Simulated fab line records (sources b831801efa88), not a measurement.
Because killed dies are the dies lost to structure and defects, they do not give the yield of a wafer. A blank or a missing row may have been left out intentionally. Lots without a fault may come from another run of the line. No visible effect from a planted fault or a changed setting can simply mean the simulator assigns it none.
A struck lot beside a sound one ; flow sky130 ; 43 out of 708 route steps
Sound: the wafers L231.4, L231.5, L231.6. The struck wafers were L248.2, L248.5, L248.6. The cause is given at the end.
Per side, at each step with rows, come the tool, then ch with its chambers, and then its first start. Under that, the readings that differ: sound wafers ; struck wafers ; difference of the means ; sigmas: that difference in standard deviations of wafers without a fault.
alike: same words and numbers on both sides, and readings whose means sit less than 2 such deviations apart. not compared: any withheld reading, any reading some wafer has no value for, any bound like >300 that may hide the same value, and any number with overlapping values for which the record gives no deviation.
Wherever a step has rows on one side only, a row that says differs or no value, or a row with sigmas, the two part there. Numbers that don't overlap but have no deviation are shown without sigmas and don't part them. Lack of a reading on every wafer of one side parts them only where that side has two or more wafers.

first, 1 step without rows for these wafers: SKY_SONOS_ONO_CVD_04 (deposits SiO2 from SiH4/N2O, target thk 5.7199 nm).
SKY_SONOS_ONO_THK_MEAS_05:
  sound on filmMetro-02 at day 12 07:42; struck on filmMetro-03 at day 17 08:32
  alike: SONOS_ONO_CVD_04_THK
then, 7 steps without rows for these wafers: SKY_SONOS_ONO_DEHYDRATE_06 (time 60 s); SKY_SONOS_ONO_HMDS_07 (prime time 60 s); SKY_SONOS_ONO_COAT_08 (resist thk 1140 nm); SKY_SONOS_ONO_SOFTBAKE_09 (time 60 s); SKY_SONOS_ONO_EXPOSE_10 (exposes mask ONOM, target cd 410 nm); SKY_SONOS_ONO_PEB_11; SKY_SONOS_ONO_DEVELOP_12 (develop time 60 s).
SKY_SONOS_ONO_CD_MEAS_13: the cd target is 410 nm.
  sound on cdSem-02 at day 13 07:08; struck on cdSem-02 at day 18 13:03
reading;sound;struck;difference;sigmas
cdNm (nm);413.2 410.6 410.5;406.9 406.1 403.8;-5.8;-3
SKY_SONOS_ONO_OVL_MEAS_14:
  sound on overlay-02 at day 13 07:13; struck on overlay-01 at day 18 13:10
  alike: SONOS_ONO_OVL
SKY_SONOS_ONO_ETCH_15: etches the open film in CHF3/O2, target depth 19.52 nm, time 7.8 s.
  sound on rieDiel-02 ch 1,2, day 13 07:14; struck on rieDiel-04 ch 0,1,3, day 18 13:11
  alike: drypumpMotorCurrentA, oesProductAu, throttleValvePct
  not compared: rfHoursCounterH
SKY_SONOS_ONO_WET_ETCH_16: etches SiO2 in dHF, target depth 14 nm, time 280 s.
  sound on wetBench-04 ch 0, day 13 07:15; struck on wetBench-02 ch 0, day 18 13:13
SKY_SONOS_ONO_STRIP_17: strips in O2/N2.
  sound on plasmaAsher-04 ch 0,1, day 13 07:22; struck on plasmaAsher-04 ch 0,1, day 18 13:18
  alike: drypumpMotorCurrentA, oesProductAu, stripTimeToEndpointS
  not compared: rfHoursCounterH
then, 3 steps without rows for these wafers: SKY_SONOS_ONO_WET_ETCH_18 (etches Si3N4 in H3PO4, target depth 15 nm, time 172 s); SKY_GATE_OXIDE_CLEAN_00 (cleans in SC1/SC2, time 150 s); SKY_GATE_OXIDE_OXIDATION_01 (stabilise 600 s, purge 300 s, target thk 10.268 nm).
SKY_GATE_OXIDE_THK_MEAS_02:
  sound on filmMetro-02 at day 13 10:01; struck on filmMetro-01 at day 18 16:04
  alike: GATE_OXIDE_OXIDATION_00_THK
then, 7 steps without rows for these wafers: SKY_GATE_OXIDE_DEHYDRATE_03 (time 60 s); SKY_GATE_OXIDE_HMDS_04 (prime time 60 s); SKY_GATE_OXIDE_COAT_05 (resist thk 1140 nm); SKY_GATE_OXIDE_SOFTBAKE_06 (time 60 s); SKY_GATE_OXIDE_EXPOSE_07 (exposes mask LVOM, target cd 600 nm); SKY_GATE_OXIDE_PEB_08; SKY_GATE_OXIDE_DEVELOP_09 (develop time 60 s).
SKY_GATE_OXIDE_OVL_MEAS_10:
  sound on overlay-02 at day 14 11:26; struck on overlay-02 at day 19 21:55
reading;sound;struck;difference;sigmas
GATE_OXIDE_OVL (nm);-2.5 -1.9 -2.2;2.8 -0.8 1.2;+3.3;+2
then, 2 steps without rows for these wafers: SKY_GATE_OXIDE_IMPLANT_11; SKY_GATE_OXIDE_WET_ETCH_12 (etches SiO2 in dHF, target depth 16.8 nm, time 336 s).
SKY_GATE_OXIDE_STRIP_13: strips in O2/N2.
  sound on plasmaAsher-04 ch 0,1, day 14 11:44; struck on plasmaAsher-01 ch 0,1, day 19 22:12
  alike: drypumpMotorCurrentA, oesProductAu, stripTimeToEndpointS
  not compared: rfHoursCounterH
SKY_GATE_OXIDE_TW_MEAS_14:
  sound on filmMetro-02 at day 14 11:50; struck on filmMetro-02 at day 19 22:19
  alike: GATE_OXIDE_TW
then, 3 steps without rows for these wafers: SKY_GATE_OXIDE_CLEAN_15 (cleans in SC1/SC2, time 150 s); SKY_GATE_OXIDE_OXIDATION_16 (stabilise 600 s, purge 300 s, target thk 3.57 nm); SKY_POLY_GATE_CVD_00 (deposits poly-Si, target thk 180 nm, time 720 s).
SKY_POLY_GATE_THK_MEAS_01:
  sound on filmMetro-03 at day 15 09:54; struck on filmMetro-04 at day 20 01:09
  alike: POLY_GATE_CVD_00_THK
then, 8 steps without rows for these wafers: SKY_RES_PROTECT_DEHYDRATE_00 (time 60 s); SKY_RES_PROTECT_HMDS_01 (prime time 60 s); SKY_RES_PROTECT_COAT_02 (resist thk 1140 nm); SKY_RES_PROTECT_SOFTBAKE_03 (time 60 s); SKY_RES_PROTECT_EXPOSE_04 (exposes mask RPM, target cd 1270 nm); SKY_RES_PROTECT_PEB_05; SKY_RES_PROTECT_DEVELOP_06 (develop time 60 s); SKY_POLY_GATE_IMPLANT_02.
-- a jump in the record: the struck wafers' starts before and after are 30 days apart (it breaks off in module POLY_GATE and resumes in module PAD_OPEN, where the first step shown is number 708 of the route) --
SKY_PAD_OPEN_PROBE_99:
  record: rows for the struck wafers here (prober-01, day 49 20:17), none for the sound ones

== WHERE THEY PART ==
Earliest at SKY_SONOS_ONO_CD_MEAS_13; latest, in this record, at SKY_PAD_OPEN_PROBE_99.

WHY: whatever the simulator had introduced
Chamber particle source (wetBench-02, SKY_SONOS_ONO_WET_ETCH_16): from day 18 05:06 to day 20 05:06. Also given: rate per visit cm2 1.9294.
